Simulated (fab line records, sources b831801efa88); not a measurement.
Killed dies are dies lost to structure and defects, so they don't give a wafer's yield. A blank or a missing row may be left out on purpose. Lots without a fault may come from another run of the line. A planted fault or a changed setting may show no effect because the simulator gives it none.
Which tool did it? | flow gf180mcu | 7 lots, 20 wafers sampled, at 3 steps of a route of 602

WHAT THE GAUGES READ, wafer by wafer
GF_SALICIDE_RS_MEAS_04: measures by four-point-probe.
lot  | measured     | on            | SALICIDE_TIN_RS (ohm/sq)
L627 | day 15 19:17 | film_metro-04 | 17.0 16.1 15.9
L630 | day 16 10:29 | film_metro-02 | 16.2 16.9 16.2
L632 | day 17 06:46 | film_metro-02 | 16.9 16.7 16.7
L640 | day 20 22:00 | film_metro-04 | 16.0 23.6
L644 | day 21 15:28 | film_metro-03 | 17.2 16.8 16.8
L645 | day 21 23:53 | film_metro-04 | 16.6 16.8 16.6
L649 | day 23 00:53 | film_metro-03 | 16.8 16.0 16.8

WHICH TOOL RAN EACH LOT (tool, then ch and the chambers of the sampled wafers, then the start)
lot  | GF_SALICIDE_SPUTTER_02       | GF_SALICIDE_SPUTTER_03
L627 | pvd_sputter-04, day 15 19:14 | pvd_sputter-04, day 15 19:16
L630 | pvd_sputter-04, day 16 10:23 | pvd_sputter-04, day 16 10:25
L632 | pvd_sputter-02, day 17 06:43 | pvd_sputter-02, day 17 06:44
L640 | pvd_sputter-04, day 20 21:56 | pvd_sputter-04, day 20 21:58
L644 | pvd_sputter-01, day 21 15:25 | pvd_sputter-01, day 21 15:26
L645 | pvd_sputter-02, day 21 23:50 | pvd_sputter-02, day 21 23:52
L649 | pvd_sputter-01, day 23 00:47 | pvd_sputter-01, day 23 00:49
- GF_SALICIDE_SPUTTER_02: material Co, target thk 10 nm, time 20 s.
- GF_SALICIDE_SPUTTER_03: material TiN, target thk 20 nm, time 16.7 s.

THE ANSWER, worked out from the rows above alone
Rule: what is usual is taken from the lots themselves. Put in order of their means at a reading, lots are off if they are a third of the lots or fewer, leave a main group of 4 or more, and stand apart from it by a gap of 3 or more times the standard deviation of the main group's means; of several such gaps the widest counts. A main group whose means are all the same, to the digits that the tables above print for the reading, isn't used. A lot without any number at a reading at which 4 lots or more have one is off too. The other lots that the step has rows for count as sound.
Off: L640, at GF_SALICIDE_RS_MEAS_04 (SALICIDE_TIN_RS). The main group: mean 16.6 ohm/sq, standard deviation 0.2.
A tool fits if, at a process step before that reading, it ran every lot that is off, and no sound lot after the first of them. The gauges at GF_SALICIDE_RS_MEAS_04 are tried like those tools. One fits: pvd_sputter-04 at GF_SALICIDE_SPUTTER_02 and GF_SALICIDE_SPUTTER_03. At GF_SALICIDE_SPUTTER_02 its last sound lot is L630 (day 16 10:23), its first lot that is off L640 (day 20 21:56): a fault that began between those two fits.

WHAT THE SIMULATOR HAD PUT IN
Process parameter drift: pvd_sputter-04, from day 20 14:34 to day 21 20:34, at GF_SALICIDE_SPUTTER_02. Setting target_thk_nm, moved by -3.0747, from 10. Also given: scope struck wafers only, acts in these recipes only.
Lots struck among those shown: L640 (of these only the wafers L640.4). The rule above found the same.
